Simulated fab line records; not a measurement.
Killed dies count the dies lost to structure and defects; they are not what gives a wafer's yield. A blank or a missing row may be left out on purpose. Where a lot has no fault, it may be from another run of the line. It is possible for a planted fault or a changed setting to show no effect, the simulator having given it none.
Which of the tools did it?    flow sky130    6 lots, 18 wafers sampled, at 4 steps of a route of 708

== WHAT EACH GAUGE READ, for each wafer ==
SKY_VIA2_THK_MEAS_01.
lot   measured      on             VIA2_HDPCVD_THK (nm)
L133  day 36 09:22  film_metro-02  1177 1158 1185
L137  day 37 16:17  film_metro-02  1172 1176 1163
L139  day 37 22:25  film_metro-01  1158 1186 1171
L146  day 40 19:14  film_metro-04  1181 1163 1165
L149  day 41 02:31  film_metro-04  1151 1197 1170
L152  day 41 21:58  film_metro-04  1184 1151 1180

== EACH LOT AND THE TOOL THAT RAN IT (in order: tool; ch and the chambers of the sampled wafers; start) ==
lot   SKY_METAL2_DESCUM_17               SKY_METAL2_METAL_ETCH_19           SKY_METAL2_STRIP_20
L133  rie_metal-04 ch 0,1, day 36 08:28  rie_metal-04 ch 0,1, day 36 08:33  plasma_asher-04 ch 0,1, day 36 08:38
L137  rie_metal-02 ch 0,1, day 37 15:20  rie_metal-02 ch 0,1, day 37 15:26  plasma_asher-03 ch 0,1, day 37 15:32
L139  rie_metal-02 ch 1, day 37 21:20    rie_metal-02 ch 1, day 37 21:31    plasma_asher-03 ch 0,1, day 37 21:42
L146  rie_metal-02 ch 0,1, day 40 18:14  rie_metal-02 ch 0,1, day 40 18:19  plasma_asher-01 ch 0,1, day 40 18:25
L149  rie_metal-02 ch 1, day 41 01:35    rie_metal-02 ch 1, day 41 01:40    plasma_asher-01 ch 1, day 41 01:46
L152  rie_metal-02 ch 0,1, day 41 21:04  rie_metal-02 ch 0,1, day 41 21:09  plasma_asher-03 ch 0,1, day 41 21:14
- SKY_METAL2_DESCUM_17: chemistry O2, time 8 s.
- SKY_METAL2_METAL_ETCH_19: etches the open film in Cl2/BCl3, stops on SiO2, target depth 360 nm, time 78 s.
- SKY_METAL2_STRIP_20: strips in O2/N2.

== THE ANSWER, worked out from the rows above alone ==
Rule: the usual values come from the lots themselves. Put in order of their means at a reading, lots are off if they are a third of the lots or fewer, leave a main group of 4 or more, and stand apart from it by a gap of 3 or more times the standard deviation of the main group's means; of several such gaps the widest counts. The tables above print the reading to a certain number of digits; a main group whose means all agree to those digits is not used. A lot without any number at a reading at which 4 lots or more have one is off too. Where the step has rows for the other lots, those lots are counted as sound.
Across all readings shown, no lot is off: no conclusion can be drawn from this.

== WHAT HAD BEEN PUT IN BY THE SIMULATOR ==
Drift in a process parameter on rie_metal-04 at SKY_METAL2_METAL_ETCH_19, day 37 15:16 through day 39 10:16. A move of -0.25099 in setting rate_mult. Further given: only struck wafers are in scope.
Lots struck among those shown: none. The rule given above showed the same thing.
